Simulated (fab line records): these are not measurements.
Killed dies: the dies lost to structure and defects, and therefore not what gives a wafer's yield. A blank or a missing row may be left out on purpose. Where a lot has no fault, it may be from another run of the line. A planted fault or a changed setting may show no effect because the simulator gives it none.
Code-filled problem report in 8D (eight disciplines) form    flow sky130    the parts of the form that need people (team, actions taken, sign-off) are left out

## 1. WHAT IS WRONG
At SKY_LDD_N_IMPLANT_15, dose-ions-cm2 averages 9e+12 over 9 wafers from 3 lots, while fault-free wafers read 5e+12, standard deviation 5.1e+09. So: +99 or more standard deviations from the usual mean.
First observed at day 24 01:55: wafer L599.3, on implanter-02. The record has a number at this step for 39 wafers belonging to 13 lots. Rule for "out", or "out of limits": more than 4 standard deviations from the usual mean. All remaining wafers that have a number are taken as sound.

## 2. WHAT IT IS, WHAT IT ISN'T
question                     is                                 is not
which readings at this step  dose-ions-cm2, faraday-current-uA  -
which lots                   L599, L600, L602                   L586, L587, L589, L592, L593, L594, L597, L598, L601, L608
which wafers of those lots   all that have a number             -
read on which tools          implanter-02                       implanter-03, implanter-04
when                         from day 24 01:55                  up to then (24 sound wafers); but 6 sound wafers of L601, L608 came after

## 3. WHAT RULES OUT EACH SUSPECT
Counting: a tool at a process step up to the reading stays a suspect if it ran every lot that is out and no sound lot after the first of them.
- implanter-02 at SKY_LDD_N_IMPLANT_15: kept. All lots that are out passed through it, beginning with L599 at day 24 01:55, and no sound lot followed; its final sound lot before that point was L597 at day 22 20:00. Its own dose-ions-cm2, faraday-current-uA readings are out on those wafers.
The count leaves implanter-02 at SKY_LDD_N_IMPLANT_15.

## 4. THE CAUSE (what the simulator had put in)
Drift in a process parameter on implanter-02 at SKY_LDD_N_IMPLANT_15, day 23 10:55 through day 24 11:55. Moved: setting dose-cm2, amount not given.
After counting, this tool was the only one left.

## 5. SEQUENCE OF EFFECTS, ordered by route
Each row: a reading whose mean over the struck wafers that have a number lies more than 3 standard deviations from the usual. Only readings whose record carries a usual standard deviation are examined. hours: median over the lots of the time between each lot's start at the first step of this table that gives one and its start at this step. sigmas: the change, counted in usual standard deviations.
hours  step                  reading             usual  on struck wafers  change  sigmas
0      SKY_LDD_N_IMPLANT_15  dose-ions-cm2       5e+12  9e+12             +4e+12  +99 or more
0      SKY_LDD_N_IMPLANT_15  faraday-current-uA  28.2   50.4              +22.2   +40
It contains these process steps:
- SKY_LDD_N_IMPLANT_15
Later steps that measure or inspect, where all struck wafers having a row at the step show a number for every such reading and not one has moved that far: SKY_LDD_HVP_OVL_MEAS_07, SKY_SD_N_CD_MEAS_07.

## 6. WHAT WOULD HAVE CAUGHT IT SOONER
The fault began at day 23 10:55; the first out-of-limits reading in this record came at day 24 01:55, 15 hours later.
